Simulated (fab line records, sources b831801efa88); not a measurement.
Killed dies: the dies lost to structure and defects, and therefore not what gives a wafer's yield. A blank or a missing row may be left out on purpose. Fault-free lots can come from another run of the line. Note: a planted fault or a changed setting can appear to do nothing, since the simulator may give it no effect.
fab line records || flow sky130
[record] {"lots": 14, "wafers": 42, "last_day": 50}
route steps=708 shown FIELD_ISO@4
lots that met no fault: from a run of the same line without faults
start_h: hours from the record's opening day to when the first of the lot's shown wafers began || wait_h: how many hours have passed since the lot's step before this one || " the same as in the row above || L1.1+2: a row that stands for several wafers || - no value present, or no start provided || * or withheld: withheld || < > ~ a bound
route shown NAME@n: names a module that has steps shown in the file, with the first one's number in the route || usual: mean and standard deviation over wafers with no fault || same: alike in all rows || chamber/n: place in a boat || sites: per-site readings || _std_site: their standard deviation || _edge_site: inner sites' mean taken away from outer sites' mean || radius_mm: how far each site lies from the wafer's centre || mask NAME#n: copy n || behind: tool/chamber where the wafer was last shaped || hold: why the lot was held/for how many hours/how that ended || device: the transistor (n, p or np) that didn't switch || end of line: the tests these same wafers got at the end of their route || for a step that has no rows: nothing shown but its recipe || killed: the dies lost at the first sort to structure and to defects; this is not the yield of the wafer || map: shows each die of a wafer: x if killed, . if not, _ if none is there
set.NAME: the setting the step ran with; set.NAME@STEP: the setting that earlier step ran with || model.NAME: the simulator's own value behind a step, which no gauge read
one table for each step of the route and one row for each wafer, over a sample of lots
[[steps]]
[step SKY_FIELD_ISO_CVD_03]
[recipe] {"material": "Si3N4", "precursor": "DCS/NH3", "target_thk_nm": 165, "temp_c": 770, "time_s": 2830, "pressure_mtorr": 250}
[usual] {"pressure_mtorr": "250.1/0.47", "spike_tc_bottom_C": "789.1/1.6", "time_s": "2830/0"}
{"lot.wafer": "L136.1", "tool": "lpcvd-02", "chamber": 0, "start_h": 13.08, "wait_h": 0.1, "pressure_mtorr": 250.0, "spike_tc_bottom_C": 790.1, "time_s": 2830}
{"lot.wafer": "L136.2", "tool": "lpcvd-02", "chamber": 0, "start_h": 13.08, "wait_h": 0.1, "pressure_mtorr": 249.8, "spike_tc_bottom_C": 790.3, "time_s": 2830}
{"lot.wafer": "L136.6", "tool": "lpcvd-02", "chamber": 0, "start_h": 13.08, "wait_h": 0.1, "pressure_mtorr": 250.4, "spike_tc_bottom_C": 788.4, "time_s": 2830}
{"lot.wafer": "L138.1", "tool": "lpcvd-02", "chamber": 1, "start_h": 25.52, "wait_h": 1.0, "pressure_mtorr": 250.2, "spike_tc_bottom_C": 788.5, "time_s": 2830}
{"lot.wafer": "L138.5", "tool": "lpcvd-02", "chamber": 1, "start_h": 25.52, "wait_h": 1.0, "pressure_mtorr": 250.0, "spike_tc_bottom_C": 786.6, "time_s": 2830}
{"lot.wafer": "L138.6", "tool": "lpcvd-02", "chamber": 1, "start_h": 25.52, "wait_h": 1.0, "pressure_mtorr": 250.5, "spike_tc_bottom_C": 788.0, "time_s": 2830}
{"lot.wafer": "L140.1", "tool": "lpcvd-02", "chamber": 0, "start_h": 33.42, "wait_h": 0.1, "pressure_mtorr": 249.8, "spike_tc_bottom_C": 790.8, "time_s": 2830}
{"lot.wafer": "L140.5", "tool": "lpcvd-02", "chamber": 0, "start_h": 33.42, "wait_h": 0.1, "pressure_mtorr": 249.8, "spike_tc_bottom_C": 789.9, "time_s": 2830}
{"lot.wafer": "L140.6", "tool": "lpcvd-02", "chamber": 0, "start_h": 33.42, "wait_h": 0.1, "pressure_mtorr": 249.9, "spike_tc_bottom_C": 792.3, "time_s": 2830}
{"lot.wafer": "L141.2", "tool": "lpcvd-02", "chamber": 0, "start_h": 37.77, "wait_h": 1.1, "pressure_mtorr": 250.0, "spike_tc_bottom_C": 788.8, "time_s": 2830}
{"lot.wafer": "L141.4", "tool": "lpcvd-02", "chamber": 0, "start_h": 37.77, "wait_h": 1.1, "pressure_mtorr": 249.9, "spike_tc_bottom_C": 789.2, "time_s": 2830}
{"lot.wafer": "L141.6", "tool": "lpcvd-02", "chamber": 0, "start_h": 37.77, "wait_h": 1.1, "pressure_mtorr": 250.0, "spike_tc_bottom_C": 792.5, "time_s": 2830}
{"lot.wafer": "L142.1", "tool": "lpcvd-02", "chamber": 0, "start_h": 42.44, "wait_h": 0.1, "pressure_mtorr": 250.4, "spike_tc_bottom_C": 788.6, "time_s": 2830}
{"lot.wafer": "L142.2", "tool": "lpcvd-02", "chamber": 0, "start_h": 42.44, "wait_h": 0.1, "pressure_mtorr": 249.5, "spike_tc_bottom_C": 790.1, "time_s": 2830}
{"lot.wafer": "L142.4", "tool": "lpcvd-02", "chamber": 0, "start_h": 42.44, "wait_h": 0.1, "pressure_mtorr": 249.0, "spike_tc_bottom_C": 790.4, "time_s": 2830}
{"lot.wafer": "L143.4", "tool": "lpcvd-02", "chamber": 0, "start_h": 46.69, "wait_h": 0.0, "pressure_mtorr": 249.6, "spike_tc_bottom_C": 788.4, "time_s": 2830}
{"lot.wafer": "L143.5", "tool": "lpcvd-02", "chamber": 0, "start_h": 46.69, "wait_h": 0.0, "pressure_mtorr": 249.9, "spike_tc_bottom_C": 791.1, "time_s": 2830}
{"lot.wafer": "L143.6", "tool": "lpcvd-02", "chamber": 0, "start_h": 46.69, "wait_h": 0.0, "pressure_mtorr": 249.9, "spike_tc_bottom_C": 791.1, "time_s": 2830}
{"lot.wafer": "L146.1", "tool": "lpcvd-02", "chamber": 0, "start_h": 62.46, "wait_h": 0.3, "pressure_mtorr": "-", "spike_tc_bottom_C": "-", "time_s": "-"}
{"lot.wafer": "L146.2", "tool": "lpcvd-02", "chamber": 0, "start_h": 62.46, "wait_h": 0.3, "pressure_mtorr": "-", "spike_tc_bottom_C": "-", "time_s": "-"}
{"lot.wafer": "L146.5", "tool": "lpcvd-02", "chamber": 0, "start_h": 62.46, "wait_h": 0.3, "pressure_mtorr": "-", "spike_tc_bottom_C": "-", "time_s": "-"}
{"lot.wafer": "L147.1", "tool": "lpcvd-02", "chamber": 1, "start_h": 67.32, "wait_h": 0.7, "pressure_mtorr": "-", "spike_tc_bottom_C": "-", "time_s": "-"}
{"lot.wafer": "L147.2", "tool": "lpcvd-02", "chamber": 1, "start_h": 67.32, "wait_h": 0.7, "pressure_mtorr": "-", "spike_tc_bottom_C": "-", "time_s": "-"}
{"lot.wafer": "L147.4", "tool": "lpcvd-02", "chamber": 1, "start_h": 67.32, "wait_h": 0.7, "pressure_mtorr": "-", "spike_tc_bottom_C": "-", "time_s": "-"}
{"lot.wafer": "L153.1", "tool": "lpcvd-02", "chamber": 1, "start_h": 97.36, "wait_h": 0.4, "pressure_mtorr": 251.0, "spike_tc_bottom_C": 787.7, "time_s": 2830}
{"lot.wafer": "L153.3", "tool": "lpcvd-02", "chamber": 1, "start_h": 97.36, "wait_h": 0.4, "pressure_mtorr": 250.5, "spike_tc_bottom_C": 788.9, "time_s": 2830}
{"lot.wafer": "L153.4", "tool": "lpcvd-02", "chamber": 1, "start_h": 97.36, "wait_h": 0.4, "pressure_mtorr": 250.5, "spike_tc_bottom_C": 786.5, "time_s": 2830}
{"lot.wafer": "L154.2", "tool": "lpcvd-02", "chamber": 1, "start_h": 103.87, "wait_h": 0.0, "pressure_mtorr": 249.9, "spike_tc_bottom_C": 788.2, "time_s": 2830}
{"lot.wafer": "L154.3", "tool": "lpcvd-02", "chamber": 1, "start_h": 103.87, "wait_h": 0.0, "pressure_mtorr": 251.3, "spike_tc_bottom_C": 789.9, "time_s": 2830}
{"lot.wafer": "L154.5", "tool": "lpcvd-02", "chamber": 1, "start_h": 103.87, "wait_h": 0.0, "pressure_mtorr": 250.3, "spike_tc_bottom_C": 788.8, "time_s": 2830}
{"lot.wafer": "L155.1", "tool": "lpcvd-02", "chamber": 0, "start_h": 107.01, "wait_h": 0.2, "pressure_mtorr": 250.2, "spike_tc_bottom_C": 789.2, "time_s": 2830}
{"lot.wafer": "L155.2", "tool": "lpcvd-02", "chamber": 0, "start_h": 107.01, "wait_h": 0.2, "pressure_mtorr": 250.1, "spike_tc_bottom_C": 790.9, "time_s": 2830}
{"lot.wafer": "L155.4", "tool": "lpcvd-02", "chamber": 0, "start_h": 107.01, "wait_h": 0.2, "pressure_mtorr": 250.2, "spike_tc_bottom_C": 789.7, "time_s": 2830}
{"lot.wafer": "L156.1", "tool": "lpcvd-02", "chamber": 0, "start_h": 114.55, "wait_h": 1.3, "pressure_mtorr": 249.9, "spike_tc_bottom_C": 789.5, "time_s": 2830}
{"lot.wafer": "L156.2", "tool": "lpcvd-02", "chamber": 0, "start_h": 114.55, "wait_h": 1.3, "pressure_mtorr": 249.9, "spike_tc_bottom_C": 789.3, "time_s": 2830}
{"lot.wafer": "L156.6", "tool": "lpcvd-02", "chamber": 0, "start_h": 114.55, "wait_h": 1.3, "pressure_mtorr": 250.4, "spike_tc_bottom_C": 791.5, "time_s": 2830}
{"lot.wafer": "L158.2", "tool": "lpcvd-02", "chamber": 1, "start_h": 124.35, "wait_h": 0.0, "pressure_mtorr": 249.9, "spike_tc_bottom_C": 787.5, "time_s": 2830}
{"lot.wafer": "L158.4", "tool": "lpcvd-02", "chamber": 1, "start_h": 124.35, "wait_h": 0.0, "pressure_mtorr": 249.9, "spike_tc_bottom_C": 788.4, "time_s": 2830}
{"lot.wafer": "L158.5", "tool": "lpcvd-02", "chamber": 1, "start_h": 124.35, "wait_h": 0.0, "pressure_mtorr": 250.6, "spike_tc_bottom_C": 787.3, "time_s": 2830}
{"lot.wafer": "L159.1", "tool": "lpcvd-02", "chamber": 1, "start_h": 128.66, "wait_h": 0.1, "pressure_mtorr": 250.5, "spike_tc_bottom_C": 788.7, "time_s": 2830}
{"lot.wafer": "L159.3", "tool": "lpcvd-02", "chamber": 1, "start_h": 128.66, "wait_h": 0.1, "pressure_mtorr": 250.7, "spike_tc_bottom_C": 789.2, "time_s": 2830}
{"lot.wafer": "L159.4", "tool": "lpcvd-02", "chamber": 1, "start_h": 128.66, "wait_h": 0.1, "pressure_mtorr": 249.7, "spike_tc_bottom_C": 786.6, "time_s": 2830}
[[key]]
[first_sign] {"step": "SKY_FIELD_ISO_CVD_03", "reading": "tool_record", "direction": "missing"}
effect none on later readings
met_at SKY_FIELD_ISO_CVD_03
struck_lots L146,L147
scrapped_behind SKY_FIELD_ISO_THK_MEAS_04 L146.1,L146.2,L146.5,L147.1,L147.2,L147.4
onset_between 46.69 62.46
[fault] {"kind": "skipped_step_whole", "tool": "lpcvd-02", "chamber": "-", "onset_h": 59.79, "steps": "SKY_FIELD_ISO_CVD_03", "scope": "struck_lots_only"}
